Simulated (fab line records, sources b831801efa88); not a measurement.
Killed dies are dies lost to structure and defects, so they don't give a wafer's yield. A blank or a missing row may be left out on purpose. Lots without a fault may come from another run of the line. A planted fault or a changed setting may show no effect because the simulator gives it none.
Which tool did it? | flow gf180mcu | 14 lots, 40 wafers sampled, at 5 steps of a route of 602

WHAT THE GAUGES READ, wafer by wafer
GF_V2_CD_MEAS_14: target cd 260 nm.
lot  | measured     | on        | cd_nm (nm)
L303 | day 20 15:43 | cd_sem-01 | 258.5 259.4 259.5
L304 | day 20 23:02 | cd_sem-02 | 258.3 260.2 261.0
L305 | day 21 12:16 | cd_sem-01 | 261.7 261.4 260.7
L306 | day 21 18:53 | cd_sem-01 | 260.5 260.8 260.1
L307 | day 22 05:46 | cd_sem-02 | 259.5 258.1 258.0
L308 | day 22 11:40 | cd_sem-01 | 260.8 260.3 260.6
L309 | day 22 22:17 | cd_sem-02 | 259.3 259.4 259.1
L310 | day 23 07:20 | cd_sem-01 | 259.9 261.3 261.3
L311 | day 23 21:13 | cd_sem-01 | 258.4 259.1 259.2
L312 | day 24 06:32 | cd_sem-02 | 258.5 257.3 257.7
L313 | day 24 11:52 | cd_sem-01 | 261.0 260.7
L316 | day 25 09:04 | cd_sem-02 | 261.7 262.4
L323 | day 27 10:22 | cd_sem-01 | 261.2 260.1 259.2
L324 | day 27 17:26 | cd_sem-02 | 260.1 260.1 260.0

GF_M3_THK_MEAS_06: measures by xrf.
lot  | measured     | on            | M3_ALCU_THK (nm)
L303 | day 20 17:40 | film_metro-03 | 441 444 442
L304 | day 21 00:57 | film_metro-03 | 453 451 445
L305 | day 21 14:05 | film_metro-03 | 452 444 448
L306 | day 21 20:44 | film_metro-03 | 446 444 446
L307 | day 22 07:37 | film_metro-03 | 440 440 437
L308 | day 22 13:35 | film_metro-02 | 445 442 449
L309 | day 23 00:06 | film_metro-02 | 450 460 452
L310 | day 23 09:11 | film_metro-03 | 450 446 447
L311 | day 23 23:05 | film_metro-01 | 434 439 441
L312 | day 24 08:24 | film_metro-03 | 446 455 447
L313 | day 24 13:44 | film_metro-01 | 421 425
L316 | day 25 10:56 | film_metro-02 | 431 430
L323 | day 27 12:13 | film_metro-02 | 462 464 469
L324 | day 27 19:17 | film_metro-02 | 459 461 465

WHICH TOOL RAN EACH LOT (tool, then ch and the chambers of the sampled wafers, then the start)
lot  | GF_M2_STRIP_17                       | GF_M3_SPUTTER_00             | GF_M3_SPUTTER_04
L303 | plasma_asher-03 ch 0,1, day 19 14:07 | pvd_sputter-03, day 20 17:19 | pvd_sputter-03, day 20 17:30
L304 | plasma_asher-04 ch 0,1, day 19 21:14 | pvd_sputter-01, day 21 00:36 | pvd_sputter-01, day 21 00:47
L305 | plasma_asher-03 ch 0,1, day 20 10:44 | pvd_sputter-01, day 21 13:44 | pvd_sputter-01, day 21 13:55
L306 | plasma_asher-04 ch 1, day 20 18:01   | pvd_sputter-03, day 21 20:23 | pvd_sputter-03, day 21 20:34
L307 | plasma_asher-03 ch 0,1, day 21 04:47 | pvd_sputter-03, day 22 07:17 | pvd_sputter-03, day 22 07:28
L308 | plasma_asher-03 ch 0,1, day 21 10:41 | pvd_sputter-04, day 22 13:15 | pvd_sputter-04, day 22 13:26
L309 | plasma_asher-02 ch 0,1, day 21 21:53 | pvd_sputter-04, day 22 23:44 | pvd_sputter-04, day 22 23:55
L310 | plasma_asher-03 ch 0,1, day 22 07:02 | pvd_sputter-01, day 23 08:50 | pvd_sputter-01, day 23 09:01
L311 | plasma_asher-03 ch 0,1, day 22 20:51 | pvd_sputter-03, day 23 22:44 | pvd_sputter-03, day 23 22:55
L312 | plasma_asher-04 ch 0,1, day 23 06:41 | pvd_sputter-03, day 24 08:03 | pvd_sputter-03, day 24 08:14
L313 | plasma_asher-02 ch 1, day 23 12:24   | pvd_sputter-03, day 24 13:24 | pvd_sputter-03, day 24 13:35
L316 | plasma_asher-04 ch 1, day 24 10:36   | pvd_sputter-03, day 25 10:36 | pvd_sputter-03, day 25 10:47
L323 | plasma_asher-04 ch 0,1, day 26 12:41 | pvd_sputter-01, day 27 11:53 | pvd_sputter-01, day 27 12:04
L324 | plasma_asher-04 ch 0,1, day 26 20:06 | pvd_sputter-01, day 27 18:56 | pvd_sputter-01, day 27 19:07
- GF_M2_STRIP_17: strips in O2/N2.
- GF_M3_SPUTTER_00: material Ti, target thk 37.5 nm, time 150 s.
- GF_M3_SPUTTER_04: material TiN, target thk 50 nm, time 41.7 s.

WHAT THE TOOLS THEMSELVES READ (means of the sampled wafers that have a number; where no wafer has one, the mark that the record gives instead)
GF_M2_STRIP_17.
lot  | tool            | drypump_motor_current_A (A) | heater_power_w (W) | oes_product_au (a.u.) | strip_time_to_endpoint_s (s)
L303 | plasma_asher-03 | 6.1                         | 324                | 0.536                 | 7.37
L304 | plasma_asher-04 | 5.6                         | 320                | 0.534                 | 7.39
L305 | plasma_asher-03 | 6.0                         | 301                | 0.538                 | 7.32
L306 | plasma_asher-04 | 5.4                         | 337                | 0.537                 | 7.36
L307 | plasma_asher-03 | 6.1                         | 324                | 0.536                 | 7.40
L308 | plasma_asher-03 | 6.0                         | 300                | 0.535                 | 7.38
L309 | plasma_asher-02 | 5.7                         | 371                | 0.535                 | 7.36
L310 | plasma_asher-03 | 6.1                         | 320                | 0.537                 | 7.36
L311 | plasma_asher-03 | 6.0                         | 301                | 0.539                 | 7.33
L312 | plasma_asher-04 | 5.7                         | 306                | 0.542                 | 7.41
L313 | plasma_asher-02 | 6.0                         | 326                | 0.543                 | 7.36
L316 | plasma_asher-04 | 5.4                         | 342                | 0.536                 | 7.33
L323 | plasma_asher-04 | 5.7                         | 302                | 0.537                 | 7.38
L324 | plasma_asher-04 | 5.7                         | 303                | 0.537                 | 7.32

GF_M3_SPUTTER_00.
lot  | tool           | cathode_dc_power_W (W) | chamber_pressure_pa (Pa) | throttle_valve_pct (%)
L303 | pvd_sputter-03 | 4000.3                 | 1.999                    | 29.0
L304 | pvd_sputter-01 | 4000.3                 | 1.996                    | 30.4
L305 | pvd_sputter-01 | 3999.9                 | 2.002                    | 30.6
L306 | pvd_sputter-03 | 4000.2                 | 1.995                    | 30.1
L307 | pvd_sputter-03 | 3999.8                 | 2.003                    | 29.8
L308 | pvd_sputter-04 | 4000.0                 | 2.003                    | 30.3
L309 | pvd_sputter-04 | 4000.6                 | 1.999                    | 30.3
L310 | pvd_sputter-01 | 4000.4                 | 2.006                    | 30.9
L311 | pvd_sputter-03 | 3999.6                 | 1.998                    | 30.3
L312 | pvd_sputter-03 | 3999.4                 | 1.999                    | 29.5
L313 | pvd_sputter-03 | 3999.8                 | 2.003                    | 29.3
L316 | pvd_sputter-03 | 3999.6                 | 1.994                    | 29.2
L323 | pvd_sputter-01 | 4000.4                 | 2.003                    | 30.6
L324 | pvd_sputter-01 | 3999.8                 | 2.006                    | 30.4

GF_M3_SPUTTER_04.
lot  | tool           | cathode_dc_power_W (W) | chamber_pressure_pa (Pa) | throttle_valve_pct (%)
L303 | pvd_sputter-03 | 6498.6                 | 0.4006                   | 29.0
L304 | pvd_sputter-01 | 6499.3                 | 0.4002                   | 30.5
L305 | pvd_sputter-01 | 6499.3                 | 0.4002                   | 30.5
L306 | pvd_sputter-03 | 6499.4                 | 0.3996                   | 30.0
L307 | pvd_sputter-03 | 6499.8                 | 0.4005                   | 30.0
L308 | pvd_sputter-04 | 6500.1                 | 0.3995                   | 30.2
L309 | pvd_sputter-04 | 6500.5                 | 0.3995                   | 30.2
L310 | pvd_sputter-01 | 6499.2                 | 0.3997                   | 30.9
L311 | pvd_sputter-03 | 6499.0                 | 0.3999                   | 30.4
L312 | pvd_sputter-03 | 6500.5                 | 0.4009                   | 29.5
L313 | pvd_sputter-03 | 6501.9                 | 0.3999                   | 29.2
L316 | pvd_sputter-03 | 6500.1                 | 0.3996                   | 29.1
L323 | pvd_sputter-01 | 6499.9                 | 0.3993                   | 30.7
L324 | pvd_sputter-01 | 6500.3                 | 0.4005                   | 30.4

THE ANSWER, worked out from the rows above alone
Rule: what is usual is taken from the lots themselves. Put in order of their means at a reading, lots are off if they are a third of the lots or fewer, leave a main group of 4 or more, and stand apart from it by a gap of 3 or more times the standard deviation of the main group's means; of several such gaps the widest counts. A main group whose means are all the same, to the digits that the tables above print for the reading, isn't used. A lot without any number at a reading at which 4 lots or more have one is off too. The other lots that the step has rows for count as sound. The gauges are gone through in route order, then the tools' own readings, and for those a lot's mean is taken as printed above. The first step at which some lot is off is used, and at that step the reading that is off furthest; a lot without a number counts as furthest.
No lot is off at any reading shown: from this, nothing can be told.

WHAT THE SIMULATOR HAD PUT IN
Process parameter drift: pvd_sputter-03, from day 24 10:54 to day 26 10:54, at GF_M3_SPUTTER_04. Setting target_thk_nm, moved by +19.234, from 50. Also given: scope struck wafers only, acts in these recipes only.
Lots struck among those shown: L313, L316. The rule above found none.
